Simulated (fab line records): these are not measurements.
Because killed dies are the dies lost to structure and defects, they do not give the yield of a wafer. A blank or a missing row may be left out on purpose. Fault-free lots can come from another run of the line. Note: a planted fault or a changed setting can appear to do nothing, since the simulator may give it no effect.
Chamber matching :: flow sky130 :: 4 sister chambers for SKY_FIELD_ISO_CMP_27 on cmp-01
The step polishes, stops on Si3N4, t overpolish 16 s, target thk 457.8 nm. 4 wafers are shown with their chamber, then 7 later ones without.

WAFERS, EACH WITH ITS CHAMBER
wafer: L375.6
chamber: 3
motor_current_A (A): 10.0

wafer: L376.5
chamber: 1
motor_current_A (A): 12.5

wafer: L380.3
chamber: 2
motor_current_A (A): 11.0

wafer: L380.4
chamber: 0
motor_current_A (A): 11.1

WAFERS WHOSE CHAMBER IS MISSING
wafer: L380.6
motor_current_A (A): 10.8

wafer: L382.1
motor_current_A (A): 11.0

wafer: L382.4
motor_current_A (A): 10.4

wafer: L382.5
motor_current_A (A): 10.9

wafer: L392.3
motor_current_A (A): 10.1

wafer: L392.4
motor_current_A (A): 11.9

wafer: L392.5
motor_current_A (A): 12.2

EACH ONE'S CHAMBER
wafer: L380.6
from the rows above: can't be placed: 2 or 0 or 3
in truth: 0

wafer: L382.1
from the rows above: can't be placed: 2 or 0
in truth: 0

wafer: L382.4
from the rows above: can't be placed: 3 or 2 or 0
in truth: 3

wafer: L382.5
from the rows above: can't be placed: 2 or 0
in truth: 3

wafer: L392.3
from the rows above: 3
in truth: 3

wafer: L392.4
from the rows above: can't be placed: 1 or 0 or 2
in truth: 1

wafer: L392.5
from the rows above: 1
in truth: 1
Correct placement for 2 of the 7. Unplaceable from these rows: 5, with the true chamber sitting among the candidates in 4. 0 placed wrongly.
How it was worked out, from the rows above alone: a wafer's distance from a chamber is the root of the sum, over the readings, of the square of ((its reading less the chamber's mean) divided by the reading's scatter). The wafer belongs to the nearest chamber; if the next one is less than 2 further off, it can't be placed. Each chamber's mean is taken over the wafers shown for it. The scatter (one wafer shown for each chamber): square how far every hidden wafer sits from the nearest shown wafer, average those squares and take the square root.
